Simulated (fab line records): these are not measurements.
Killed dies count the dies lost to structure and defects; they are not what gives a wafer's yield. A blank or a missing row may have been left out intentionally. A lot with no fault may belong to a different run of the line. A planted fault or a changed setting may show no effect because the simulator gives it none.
Matching of chambers | flow sky130 | SKY_PASSIVATION_CVD_00 on pecvd-03: 3 sister chambers
The step deposits SiO2, target thk 90 nm. 20 wafers are shown with their chamber, then 10 later ones without.

== EACH WAFER AND ITS CHAMBER ==
wafer  | chamber | heater power w (W)
L075.1 | 0       | 718
L075.2 | 1       | 672
L075.4 | 1       | 665
L079.1 | 1       | 656
L079.3 | 2       | 531
L079.5 | 1       | 659
L077.3 | 2       | 551
L077.5 | 2       | 556
L077.6 | 1       | 701
L076.2 | 0       | 682
L076.5 | 2       | 546
L076.6 | 0       | 701
L081.1 | 2       | 609
L081.3 | 0       | 648
L081.6 | 2       | 611
L083.1 | 0       | 683
L083.4 | 1       | 558
L083.6 | 2       | 497
L084.4 | 1       | 613
L084.5 | 0       | 689

SIGNATURES (means of the wafers above)
reading        | chamber 0 | chamber 1 | chamber 2 | scatter within a chamber
heater power w | 686.83    | 646.29    | 557.29    | 39.1
Rule: distance of a wafer from a chamber = root of the sum over the readings of ((wafer's reading minus chamber's mean) / reading's scatter) squared. The wafer belongs to the nearest chamber; if the next one is less than 2 further off, it can't be placed. The scatter is the square root of a quotient: the sum, over the shown wafers, of each reading's squared deviation from its chamber's mean, divided by wafers minus chambers.

== WAFERS WITH NO CHAMBER GIVEN ==
wafer  | heater power w (W)
L084.6 | 588
L089.1 | 686
L089.4 | 557
L089.5 | 632
L093.1 | 524
L093.2 | 661
L093.6 | 680
L092.3 | 512
L092.4 | 638
L092.5 | 634

== THE CHAMBER EACH PASSED THROUGH ==
wafer  | from the rows above          | in truth
L084.6 | can't be placed: 2 or 1 or 0 | 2
L089.1 | can't be placed: 0 or 1      | 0
L089.4 | 2                            | 2
L089.5 | can't be placed: 1 or 0 or 2 | 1
L093.1 | 2                            | 2
L093.2 | can't be placed: 1 or 0      | 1
L093.6 | can't be placed: 0 or 1      | 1
L092.3 | 2                            | 2
L092.4 | can't be placed: 1 or 0 or 2 | 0
L092.5 | can't be placed: 1 or 0 or 2 | 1
Correctly placed: 3 of 10. Cannot be placed on the basis of these rows: 7; the candidates contain the true chamber in 7. Wrongly placed: 0.
